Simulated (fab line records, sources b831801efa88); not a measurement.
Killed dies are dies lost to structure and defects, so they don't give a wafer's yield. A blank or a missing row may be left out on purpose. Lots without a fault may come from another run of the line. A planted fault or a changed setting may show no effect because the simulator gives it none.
Chamber matching | flow sky130 | SKY_CONTACT_ETCH_17 on rie_diel-03: 4 sister chambers
The step etches SiO2 in C4F8/O2/Ar, stops on Si3N4, target depth 340 nm. 16 wafers are shown with their chamber, then 8 later ones without.

WAFERS WITH THEIR CHAMBER
wafer  | chamber | chamber_pressure_mTorr (mTorr) | oes_product_au (a.u.)
L796.1 | 2       | 39.98                          | 0.893
L796.3 | 0       | 40.02                          | 0.893
L796.6 | 1       | 40.05                          | 0.898
L799.1 | 2       | 40.06                          | 0.894
L799.2 | 3       | 40.00                          | 0.896
L799.5 | 0       | 40.01                          | 0.893
L800.1 | 2       | 40.00                          | 0.898
L800.3 | 1       | 40.02                          | 0.887
L800.6 | 0       | 40.00                          | 0.901
L801.3 | 3       | 40.04                          | 0.889
L801.4 | 1       | 39.99                          | 0.890
L801.5 | 3       | 40.08                          | 0.887
L805.3 | 0       | 40.01                          | 0.883
L805.4 | 2       | 40.03                          | 0.892
L805.5 | 2       | 39.93                          | 0.890
L809.1 | 1       | 40.06                          | 0.897

SIGNATURES (means of the wafers above)
reading                | chamber 0 | chamber 1 | chamber 2 | chamber 3 | scatter within a chamber
chamber_pressure_mTorr | 40.0100   | 40.0300   | 40.0000   | 40.0400   | 0.0367
oes_product_au         | 0.89250   | 0.89300   | 0.89340   | 0.89067   | 0.00524
Rule: a wafer's distance from a chamber is the root of the sum, over the readings, of the square of ((its reading less the chamber's mean) divided by the reading's scatter). The wafer belongs to the nearest chamber; if the next one is less than 2 further off, it can't be placed. The scatter: the root of (the sum of the squares of (reading less its chamber's mean) over the shown wafers, divided by (wafers less chambers)).

WAFERS WITHOUT THEIR CHAMBER
wafer  | chamber_pressure_mTorr (mTorr) | oes_product_au (a.u.)
L809.3 | 40.02                          | 0.891
L809.6 | 39.99                          | 0.892
L810.1 | 40.08                          | 0.894
L810.3 | 39.98                          | 0.891
L810.4 | 40.01                          | 0.887
L815.2 | 40.04                          | 0.897
L815.5 | 40.02                          | 0.897
L815.6 | 40.10                          | 0.900

WHICH CHAMBER EACH WENT THROUGH
wafer  | from the rows above               | in truth
L809.3 | can't be placed: 0 or 1 or 3 or 2 | 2
L809.6 | can't be placed: 2 or 0 or 1 or 3 | 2
L810.1 | can't be placed: 3 or 1 or 0 or 2 | 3
L810.3 | can't be placed: 2 or 0 or 1 or 3 | 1
L810.4 | can't be placed: 0 or 3 or 2 or 1 | 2
L815.2 | can't be placed: 1 or 0 or 3 or 2 | 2
L815.5 | can't be placed: 1 or 2 or 0 or 3 | 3
L815.6 | can't be placed: 1 or 3 or 0 or 2 | 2
Placed correctly: 0 of 8. Can't be placed from these rows: 8 (the true chamber is among the candidates in 8). Placed wrongly: 0.
